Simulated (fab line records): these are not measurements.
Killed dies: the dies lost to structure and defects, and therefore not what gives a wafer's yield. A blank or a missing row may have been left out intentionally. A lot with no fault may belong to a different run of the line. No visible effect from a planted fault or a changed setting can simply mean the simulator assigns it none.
fab line records	flow sky130
record lots=14	wafers=42	last-day=50
route steps=708 shown CONTACT@406 METAL1@439 VIA1@471 PAD_OPEN@708
lots untouched by any fault: they come from a run of this same line in which no faults occurred
start-h: start of the lot's first displayed wafer, in hours after the record's first day	wait-h: time in hours since the lot's previous step	" as in the row above	L1.1+2: one row covering several wafers at once	- no value present, or no start provided	* or withheld: withheld	< > ~ a bound
route shown NAME@n: NAME is a module with steps in the file, n the number in the route of the first one	usual: the fault-free wafers' mean and standard deviation	same: alike in all rows	chamber/n: place in a boat	sites: per-site readings	_std_site: how widely they spread, as a standard deviation	_edge_site: the outer-site mean with the inner-site mean subtracted	radius-mm: how far each site lies from the wafer's centre	mask NAME#n: copy n	behind: the tool/chamber that last shaped the wafer	hold: what put the lot on hold/how long, in hours/how the hold closed	device: transistor that didn't switch, given as n, p or np	end of line: tests of these same wafers at the route's end	a step with no rows: only its recipe	killed: not the wafer's yield, but the dies lost to structure and defects at the first sort	map: dies across one wafer; x = killed, . = not, _ = none there
set.NAME: setting as actually run; set.NAME@STEP: the setting as run at that earlier step	model.NAME: the simulator's own value behind a step, which no gauge read
route steps across a sampled set of lots; one table per step, one row per wafer
services: when a tool's chamber went out of use (start-h, in hours from the record's first day, below 0 if earlier), for how many hours, and the reason
## steps
# step SKY_CONTACT_CVD_00
# recipe material=Si3N4	target-thk-nm=75	temp-c=400	time-s=withheld	rf-w=450
# usual heater-power-w=747/61
lot.wafer	tool	chamber	start-h	wait-h	heater-power-w
L477.1	pecvd-04	0	708.87	0.0	660
L477.3	"	2	"	"	796
L477.5	"	1	"	"	835
L478.2	pecvd-01	2	712.09	0.0	812
L478.3	"	1	"	"	766
L478.5	"	2	"	"	789
L479.2	pecvd-01	0	720.91	0.0	798
L479.3	"	2	"	"	767
L479.4	"	0	"	"	786
L480.1	pecvd-04	1	730.99	0.0	791
L480.5	"	1	"	"	833
L480.6	"	0	"	"	688
L481.1	pecvd-01	0	736.31	0.0	694
L481.3	"	1	"	"	713
L481.5	"	2	"	"	805
L482.3	pecvd-03	1	742.86	0.0	649
L482.4	"	0	"	"	801
L482.6	"	2	"	"	781
L483.1	pecvd-04	2	779.05	0.0	747
L483.2	"	0	"	"	703
L483.4	"	2	"	"	749
L491.4	pecvd-01	0	812.73	0.0	834
L491.5	"	2	"	"	758
L491.6	"	1	"	"	780
L490.1	pecvd-01	2	819.21	0.0	717
L490.3	"	2	"	"	724
L490.5	"	2	"	"	726
L495.1	pecvd-04	2	842.36	0.0	713
L495.3	"	0	"	"	761
L495.6	"	2	"	"	720
L497.2	pecvd-03	0	860.74	0.0	760
L497.3	"	2	"	"	780
L497.4	"	2	"	"	793
L498.1	pecvd-04	0	863.53	0.0	663
L498.4	"	2	"	"	820
L498.6	"	0	"	"	661
L499.2	pecvd-01	2	871.97	0.0	794
L499.3	"	1	"	"	770
L499.6	"	1	"	"	792
L500.1	pecvd-03	0	875.69	0.0	819
L500.2	"	1	"	"	686
L500.3	"	2	"	"	751
# step SKY_CONTACT_SPUTTER_23
# recipe material=TiN	target-thk-nm=20	chamber-pressure-pa=5	power-w=4000	time-s=80
# usual chamber-pressure-pa=5.000/0.011	throttle-valve-pct=30.2/0.8
# same time-s=80
lot.wafer	tool	chamber	start-h	wait-h	chamber-pressure-pa	throttle-valve-pct
L477.1	pvd-sputter-03	-	737.67	0.0	4.993	30.4
L477.3	"	-	"	"	5.013	30.2
L477.5	"	-	"	"	5.020	30.3
L478.2	pvd-sputter-01	-	740.98	0.0	5.001	29.2
L478.3	"	-	"	"	4.996	31.3
L478.5	"	-	"	"	4.991	31.3
L479.2	pvd-sputter-03	-	748.83	0.0	5.017	30.7
L479.3	"	-	"	"	4.999	30.2
L479.4	"	-	"	"	4.996	29.5
L480.1	pvd-sputter-04	-	759.03	0.0	4.992	31.5
L480.5	"	-	"	"	4.986	30.7
L480.6	"	-	"	"	4.995	31.2
L481.1	pvd-sputter-04	-	764.63	0.0	5.002	30.3
L481.3	"	-	"	"	4.998	28.5
L481.5	"	-	"	"	5.002	30.1
L482.3	pvd-sputter-01	-	771.90	0.0	5.011	29.5
L482.4	"	-	"	"	5.006	31.3
L482.6	"	-	"	"	5.004	29.5
L483.1	pvd-sputter-01	-	807.35	0.0	5.006	30.8
L483.2	"	-	"	"	4.994	31.2
L483.4	"	-	"	"	4.980	29.6
L491.4	pvd-sputter-04	-	840.03	0.0	5.169	28.6
L491.5	"	-	"	"	5.183	29.9
L491.6	"	-	"	"	5.172	28.1
L490.1	pvd-sputter-04	-	846.90	0.0	5.171	29.9
L490.3	"	-	"	"	5.186	29.0
L490.5	"	-	"	"	5.177	30.8
L495.1	pvd-sputter-01	-	869.66	0.0	5.000	30.9
L495.3	"	-	"	"	5.004	29.4
L495.6	"	-	"	"	4.991	30.6
L497.2	pvd-sputter-03	-	888.09	0.0	4.992	30.4
L497.3	"	-	"	"	4.986	30.2
L497.4	"	-	"	"	5.003	30.3
L498.1	pvd-sputter-01	-	890.58	0.0	4.989	31.1
L498.4	"	-	"	"	4.996	29.8
L498.6	"	-	"	"	4.990	29.5
L499.2	pvd-sputter-03	-	899.02	0.0	5.004	29.5
L499.3	"	-	"	"	5.003	30.4
L499.6	"	-	"	"	4.986	30.3
L500.1	pvd-sputter-01	-	902.44	0.0	4.981	30.8
L500.2	"	-	"	"	4.997	29.7
L500.3	"	-	"	"	4.986	29.4
# step SKY_METAL1_RS_MEAS_05
# recipe thk-meas-gauge=four-point-probe	reads=TiN_of_METAL1_SPUTTER_04+Ti_of_METAL1_SPUTTER_03+AlCu_of_METAL1_SPUTTER_02+TiN_of_METAL1_SPUTTER_01+Ti_of_METAL1_SPUTTER_00
# usual METAL1_ALCU_RS=0.1269/0.0014
lot.wafer	tool	chamber	start-h	wait-h	METAL1_ALCU_RS[ohm/sq]
L477.1	film-metro-04	-	738.46	0.0	0.1251
L477.3	"	-	"	"	0.1238
L477.5	"	-	"	"	0.1241
L478.2	film-metro-03	-	741.79	0.0	0.1256
L478.3	"	-	"	"	0.1253
L478.5	"	-	"	"	0.1246
L479.2	film-metro-02	-	749.64	0.0	0.1267
L479.3	"	-	"	"	0.1274
L479.4	"	-	"	"	0.1284
L480.1	film-metro-04	-	759.82	0.0	0.1262
L480.5	"	-	"	"	0.1280
L480.6	"	-	"	"	0.1261
L481.1	film-metro-03	-	765.42	0.0	0.1278
L481.3	"	-	"	"	0.1287
L481.5	"	-	"	"	0.1291
L482.3	film-metro-04	-	772.74	0.1	0.1255
L482.4	"	-	"	"	0.1266
L482.6	"	-	"	"	0.1273
L483.1	film-metro-02	-	808.14	0.0	0.1254
L483.2	"	-	"	"	0.1256
L483.4	"	-	"	"	0.1255
L491.4	film-metro-02	-	840.88	0.1	0.1268
L491.5	"	-	"	"	0.1276
L491.6	"	-	"	"	0.1271
L490.1	film-metro-02	-	847.69	0.0	0.1269
L490.3	"	-	"	"	0.1280
L490.5	"	-	"	"	0.1273
L495.1	film-metro-04	-	870.45	0.0	0.1255
L495.3	"	-	"	"	0.1252
L495.6	"	-	"	"	0.1258
L497.2	film-metro-02	-	888.90	0.0	0.1283
L497.3	"	-	"	"	0.1277
L497.4	"	-	"	"	0.1271
L498.1	film-metro-03	-	891.37	0.0	0.1284
L498.4	"	-	"	"	0.1285
L498.6	"	-	"	"	0.1280
L499.2	film-metro-04	-	899.89	0.0	0.1282
L499.3	"	-	"	"	0.1273
L499.6	"	-	"	"	0.1288
L500.1	film-metro-04	-	903.23	0.0	0.1265
L500.2	"	-	"	"	0.1264
L500.3	"	-	"	"	0.1273
# step SKY_VIA1_OVL_MEAS_13
# usual VIA1_OVL=2/5.9
lot.wafer	tool	chamber	start-h	wait-h	VIA1_OVL[nm]
L477.1	overlay-02	-	793.64	0.1	9
L477.3	"	-	"	"	7
L477.5	"	-	"	"	5
L478.2	overlay-01	-	797.72	0.1	-8
L478.3	"	-	"	"	-3
L478.5	"	-	"	"	-8
L479.2	overlay-01	-	804.77	0.1	11
L479.3	"	-	"	"	17
L479.4	"	-	"	"	4
L480.1	overlay-01	-	814.61	0.1	-6
L480.5	"	-	"	"	0
L480.6	"	-	"	"	-1
L481.1	overlay-02	-	819.81	0.1	-3
L481.3	"	-	"	"	1
L481.5	"	-	"	"	-4
L482.3	overlay-01	-	827.48	0.1	-8
L482.4	"	-	"	"	-1
L482.6	"	-	"	"	-8
L483.1	overlay-01	-	862.31	0.1	-9
L483.2	"	-	"	"	-3
L483.4	"	-	"	"	-6
L491.4	overlay-01	-	894.61	0.1	-3
L491.5	"	-	"	"	5
L491.6	"	-	"	"	-7
L490.1	overlay-02	-	900.46	0.1	9
L490.3	"	-	"	"	5
L490.5	"	-	"	"	9
L495.1	overlay-01	-	922.14	0.1	-5
L495.3	"	-	"	"	-3
L495.6	"	-	"	"	-10
L497.2	overlay-01	-	944.12	0.1	-3
L497.3	"	-	"	"	-1
L497.4	"	-	"	"	-11
L498.1	overlay-02	-	947.09	0.1	11
L498.4	"	-	"	"	4
L498.6	"	-	"	"	11
L499.2	overlay-01	-	953.59	0.1	11
L499.3	"	-	"	"	4
L499.6	"	-	"	"	9
L500.1	overlay-01	-	956.24	0.1	7
L500.2	"	-	"	"	-4
L500.3	"	-	"	"	2
# step SKY_PAD_OPEN_PROBE_99
# usual killed_at_M0_to_M3=44/7.1	killed_at_M4_up=3.1/1.9	killed-at-contacts=25/5.8	killed-at-front-end=16/4.5	killed-at-other=0.3/0.52	killed-dies=88/9.1	killed-open=48/6.8	killed-short=39/5.8
# same gross-dies=492	killed-at-back-side=0
lot.wafer	tool	chamber	start-h	wait-h	killed_at_M0_to_M3	killed_at_M4_up	killed-at-contacts	killed-at-front-end	killed-at-other	killed-dies	killed-open	killed-short
L480.1	prober-02	-	1097.47	0.1	54	2	19	16	1	92	50	42
L480.5	prober-02	-	1097.67	0.2	45	9	32	16	0	102	51	51
L480.6	prober-02	-	1097.72	0.2	38	2	21	28	0	89	44	44
L482.3	prober-02	-	1104.96	0.2	56	3	26	17	0	102	60	42
L482.4	prober-02	-	1105.01	0.2	43	2	24	19	0	88	46	40
L482.6	prober-02	-	1105.11	0.2	39	2	33	21	0	95	48	46
L483.1	prober-01	-	1132.15	0.1	45	1	34	10	0	90	49	41
L483.2	prober-01	-	1132.20	0.1	52	2	22	19	1	96	53	43
L483.4	prober-01	-	1132.30	0.2	45	1	26	19	0	91	48	43
L490.1	prober-01	-	1161.12	0.1	45	4	23	8	0	80	44	36
L490.3	prober-01	-	1161.22	0.2	49	7	20	16	0	92	50	41
L490.5	prober-01	-	1161.32	0.2	47	3	26	14	0	90	48	42
L495.1	prober-01	-	1176.57	0.1	40	3	25	18	0	86	45	41
L495.3	prober-01	-	1176.67	0.2	39	4	26	17	0	86	40	46
L495.6	prober-01	-	1176.82	0.2	35	2	23	14	0	74	49	25
L497.2	prober-01	-	1188.01	0.1	36	1	26	16	0	79	43	36
L497.3	prober-01	-	1188.06	0.2	45	2	25	23	0	95	51	44
L497.4	prober-01	-	1188.11	0.2	48	3	27	19	0	97	48	49
# killed by level:class
L480.1 VIA1:geometric-particle:open=16 VIA1:geometric-particle:short=8 VIA2:geometric-particle:open=8 METAL1:geometric-particle:short=7 VIA3:geometric-particle:open=7 FIELD_ISO:geometric-particle:short=6 CONTACT:geometric-particle:open=6 LI_CONTACT:geometric-particle:open=5
L480.5 LI_CONTACT:geometric-particle:open=10 CONTACT:geometric-particle:open=9 LOCAL_INTERCONNECT:geometric-particle:short=7 VIA1:geometric-particle:short=7 VIA1:geometric-particle:open=6 FIELD_ISO:geometric-particle:short=5 VIA2:geometric-particle:short=5 METAL1:geometric-particle:short=5
L480.6 FIELD_ISO:geometric-particle:short=11 FIELD_ISO:geometric-particle:open=8 METAL1:geometric-particle:short=8 LI_CONTACT:geometric-particle:open=7 VIA1:geometric-particle:open=7 VIA2:geometric-particle:open=6 LI_CONTACT:geometric-particle:short=5 METAL2:geometric-particle:open=5
L482.3 VIA1:geometric-particle:open=22 VIA2:geometric-particle:open=10 LI_CONTACT:geometric-particle:open=6 CONTACT:geometric-particle:open=6 CONTACT:geometric-particle:short=6 VIA1:geometric-particle:short=5 FIELD_ISO:geometric-particle:short=4 POLY_GATE:geometric-particle:open=4
L482.4 CONTACT:geometric-particle:open=8 VIA1:geometric-particle:open=8 LI_CONTACT:geometric-particle:open=7 POLY_GATE:geometric-particle:open=6 METAL2:geometric-particle:short=6 VIA3:geometric-particle:open=5 LOCAL_INTERCONNECT:geometric-particle:short=5 VIA1:geometric-particle:short=5
L482.6 VIA1:geometric-particle:open=11 LI_CONTACT:geometric-particle:open=9 CONTACT:geometric-particle:short=9 CONTACT:geometric-particle:open=8 LI_CONTACT:geometric-particle:short=6 POLY_GATE:geometric-particle:open=5 VIA1:geometric-particle:short=5 VIA3:geometric-particle:open=5
L483.1 LI_CONTACT:geometric-particle:open=11 CONTACT:geometric-particle:open=10 VIA2:geometric-particle:open=9 VIA1:geometric-particle:open=8 VIA1:geometric-particle:short=7 POLY_GATE:geometric-particle:open=4 LI_CONTACT:geometric-particle:short=4 LOCAL_INTERCONNECT:geometric-particle:short=4
L483.2 VIA1:geometric-particle:open=15 CONTACT:geometric-particle:open=12 POLY_GATE:geometric-particle:open=7 POLY_GATE:geometric-particle:short=7 METAL1:geometric-particle:short=7 VIA2:geometric-particle:short=5 VIA2:geometric-particle:open=5 VIA1:geometric-particle:short=4
L483.4 CONTACT:geometric-particle:open=14 VIA1:geometric-particle:open=12 METAL1:geometric-particle:short=8 VIA1:geometric-particle:short=8 POLY_GATE:geometric-particle:short=6 CONTACT:geometric-particle:short=5 METAL2:geometric-particle:short=5 FIELD_ISO:geometric-particle:open=4
L490.1 VIA1:geometric-particle:open=13 LI_CONTACT:geometric-particle:open=7 CONTACT:geometric-particle:open=7 VIA1:geometric-particle:short=7 METAL3:geometric-particle:short=7 VIA3:geometric-particle:open=4 POLY_GATE:geometric-particle:open=3 LI_CONTACT:geometric-particle:short=3
L490.3 VIA1:geometric-particle:open=9 LI_CONTACT:geometric-particle:open=8 VIA3:geometric-particle:open=8 FIELD_ISO:geometric-particle:short=6 CONTACT:geometric-particle:open=6 METAL4:geometric-particle:short=6 METAL2:geometric-particle:short=6 VIA2:geometric-particle:open=6
L490.5 VIA3:geometric-particle:open=12 LI_CONTACT:geometric-particle:open=9 VIA2:geometric-particle:open=8 FIELD_ISO:geometric-particle:short=6 CONTACT:geometric-particle:short=6 VIA1:geometric-particle:open=6 METAL2:geometric-particle:short=6 LOCAL_INTERCONNECT:geometric-particle:short=5
L495.1 CONTACT:geometric-particle:open=10 VIA1:geometric-particle:open=9 POLY_GATE:geometric-particle:short=8 CONTACT:geometric-particle:short=7 VIA3:geometric-particle:open=6 POLY_GATE:geometric-particle:open=5 LI_CONTACT:geometric-particle:open=5 VIA2:geometric-particle:open=5
L495.3 CONTACT:geometric-particle:open=9 VIA1:geometric-particle:open=8 METAL2:geometric-particle:short=8 VIA3:geometric-particle:open=6 POLY_GATE:geometric-particle:short=5 LI_CONTACT:geometric-particle:short=5 CONTACT:geometric-particle:short=5 FIELD_ISO:geometric-particle:open=4
L495.6 VIA1:geometric-particle:open=9 VIA3:geometric-particle:open=9 LI_CONTACT:geometric-particle:open=8 CONTACT:geometric-particle:open=7 CONTACT:geometric-particle:short=6 FIELD_ISO:geometric-particle:open=5 POLY_GATE:geometric-particle:open=3 METAL1:geometric-particle:short=3
L497.2 CONTACT:geometric-particle:open=11 POLY_GATE:geometric-particle:short=8 LI_CONTACT:geometric-particle:open=7 VIA1:geometric-particle:open=7 METAL2:geometric-particle:short=5 POLY_GATE:geometric-particle:open=4 VIA1:geometric-particle:short=4 VIA3:geometric-particle:open=4
L497.3 VIA1:geometric-particle:open=11 METAL2:geometric-particle:short=9 LI_CONTACT:geometric-particle:open=9 CONTACT:geometric-particle:open=9 POLY_GATE:geometric-particle:short=7 FIELD_ISO:geometric-particle:open=5 METAL1:geometric-particle:short=5 CONTACT:geometric-particle:short=4
L497.4 VIA1:geometric-particle:open=9 VIA2:geometric-particle:open=8 POLY_GATE:geometric-particle:short=7 LI_CONTACT:geometric-particle:open=7 CONTACT:geometric-particle:open=7 LI_CONTACT:geometric-particle:short=5 LOCAL_INTERCONNECT:geometric-particle:short=5 METAL2:geometric-particle:short=5
## services
tool	chamber	start-h	hours	kind
pecvd-03	2	694.40	2.1	scheduled-down
pecvd-01	1	714.29	9.4	repair
pecvd-03	-	720.30	2.4	repair
pecvd-04	-	727.35	2.8	pm
pecvd-03	2	752.36	2.2	repair
pecvd-03	0	756.04	2.1	scheduled-down
pecvd-01	-	773.27	1.4	repair
pecvd-04	-	817.84	1.6	repair
pecvd-01	1	818.12	-	clean
pecvd-01	1	818.12	-	consumable-replace:showerhead
pecvd-01	1	818.12	29.0	scheduled-down
pecvd-01	1	818.12	29.0	vent-cycle
pecvd-04	0	832.84	2.1	repair
pecvd-03	2	838.40	5.5	scheduled-down
pecvd-03	-	855.98	0.5	repair
pecvd-01	1	858.81	5.5	scheduled-down
pecvd-03	0	875.81	4.1	repair
pvd-sputter-04	-	880.99	3.0	repair
## key
first-sign step=SKY_CONTACT_SPUTTER_23	reading=chamber-pressure-pa	direction=up	sigmas=16	usual=5.000	struck=5.176
effect none on later readings
met-at SKY_CONTACT_SPUTTER_23
struck-lots L490,L491
tester-left-out L490,L491
not-acting-at SKY_CONTACT_CVD_00,SKY_METAL1_RS_MEAS_05,SKY_VIA1_OVL_MEAS_13
onset-between 764.63 840.03
fault kind=process-parameter-drift	tool=pvd-sputter-04	chamber=-	onset-h=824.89	steps=SKY_CONTACT_SPUTTER_23	channel=chamber-pressure-pa	offset=0.17811	shape=step	end-h=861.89	acts-in=these-recipes-only	stated=5
# tester-left-out: of these lots the tester's yield and bins aren't shown, on N5 and GAA mostly nor the transistor test; their killed dies are dies lost to structure and defects alone, not to doping, threshold or leakage, so they don't give the yield
